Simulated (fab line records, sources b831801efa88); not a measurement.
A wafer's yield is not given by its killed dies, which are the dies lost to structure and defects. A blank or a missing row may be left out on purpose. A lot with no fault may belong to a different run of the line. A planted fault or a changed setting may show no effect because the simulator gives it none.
Shared-tool check | flow sky130 | 33 wafers sampled across 11 lots

## REASON IT WAS OPENED
At SKY_POLY_GATE_THK_MEAS_01 the reading POLY_GATE_CVD_00_THK is flagged on 2 of 11 lots. No-fault wafers: 181.0 nm, standard deviation 1.9.
Rule: a lot is flagged in two cases, either no wafer of it has a number, or all its wafers with numbers fall more than 4 standard deviations from that mean. The other lots count as sound.

lot  | measured     | on            | POLY_GATE_CVD_00_THK (nm), wafer by wafer | flag
L235 | day 15 05:58 | film_metro-01 | 182.1 180.7 183.9                         |
L238 | day 16 01:37 | film_metro-04 | 161.8 163.1 161.7                         | FLAGGED
L240 | day 16 20:09 | film_metro-04 | 162.4 162.9 162.7                         | FLAGGED
L247 | day 19 11:17 | film_metro-04 | 181.5 183.1 180.2                         |
L248 | day 19 20:06 | film_metro-04 | 182.6 182.8 186.7                         |
L249 | day 20 07:32 | film_metro-02 | 180.5 180.5 181.4                         |
L250 | day 20 21:43 | film_metro-02 | 179.4 180.4 179.5                         |
L251 | day 21 01:35 | film_metro-04 | 183.0 183.8 182.7                         |
L252 | day 21 05:47 | film_metro-04 | 182.6 181.3 182.3                         |
L253 | day 21 15:46 | film_metro-04 | 180.5 181.0 180.0                         |
L254 | day 21 21:48 | film_metro-04 | 182.1 183.2 182.4                         |
The numbers of the flagged lots are 162.4 nm on average: -18.6 nm against the usual, or -10 standard deviations.

## EACH LOT AND THE TOOL IT RAN ON
The record keeps 1 process step preceding the reading, out of 708 steps on the route. In each cell: the tool, then ch and the chambers that the sampled wafers went through, then the start.
lot  | flag    | SKY_POLY_GATE_CVD_00
L235 |         | lpcvd-01 ch 1, day 15 04:46
L238 | FLAGGED | lpcvd-01 ch 0, day 16 00:25
L240 | FLAGGED | lpcvd-01 ch 0, day 16 18:56
L247 |         | lpcvd-01 ch 1, day 19 10:05
L248 |         | lpcvd-01 ch 0, day 19 18:53
L249 |         | lpcvd-01 ch 1, day 20 06:19
L250 |         | lpcvd-01 ch 0, day 20 20:31
L251 |         | lpcvd-01 ch 1, day 21 00:22
L252 |         | lpcvd-01 ch 0, day 21 04:35
L253 |         | lpcvd-01 ch 1, day 21 13:02
L254 |         | lpcvd-01 ch 0, day 21 19:05
What these steps do:
- SKY_POLY_GATE_CVD_00: deposits poly-Si, target thk 180 nm, time 720 s.
- SKY_POLY_GATE_THK_MEAS_01

## FLAGGED OVER TOTAL, TOOL BY TOOL (the gauges that took the reading come last)
step                      | tool          | lots run | flagged | share of the flagged lots | sound lots run after its first flagged lot
SKY_POLY_GATE_CVD_00      | lpcvd-01      | 11       | 2       | all                       | 8 (L247,L248,L249,L250,L251,L252,L253,L254)
SKY_POLY_GATE_THK_MEAS_01 | film_metro-01 | 1        | 0       | none                      | -
SKY_POLY_GATE_THK_MEAS_01 | film_metro-02 | 2        | 0       | none                      | -
SKY_POLY_GATE_THK_MEAS_01 | film_metro-04 | 8        | 2       | all                       | 6 (L247,L248,L251,L252,L253,L254)

## WHAT THE TABLE PERMITS
2 rows of the table ran every flagged lot: lpcvd-01 at SKY_POLY_GATE_CVD_00, film_metro-04 at SKY_POLY_GATE_THK_MEAS_01.
- lpcvd-01 at SKY_POLY_GATE_CVD_00 ran 11 lots, 2 of them flagged. Sound lots ran on it after the first flagged one (L247, L248, L249, L250, L251, L252, L253, L254), which a lasting fault on the whole tool wouldn't allow. Its own readings (pressure_mtorr) fall more than 4 standard deviations out on all wafers of the flagged lots.
- film_metro-04 at SKY_POLY_GATE_THK_MEAS_01 ran 8 lots, 2 of them flagged. Sound lots ran on it after the first flagged one (L247, L248, L251, L252, L253, L254), which a lasting fault on the whole tool wouldn't allow.
Not one row of the table ran every flagged lot while running no sound lot after the first.

## WHAT THE SIMULATOR HAD PUT IN
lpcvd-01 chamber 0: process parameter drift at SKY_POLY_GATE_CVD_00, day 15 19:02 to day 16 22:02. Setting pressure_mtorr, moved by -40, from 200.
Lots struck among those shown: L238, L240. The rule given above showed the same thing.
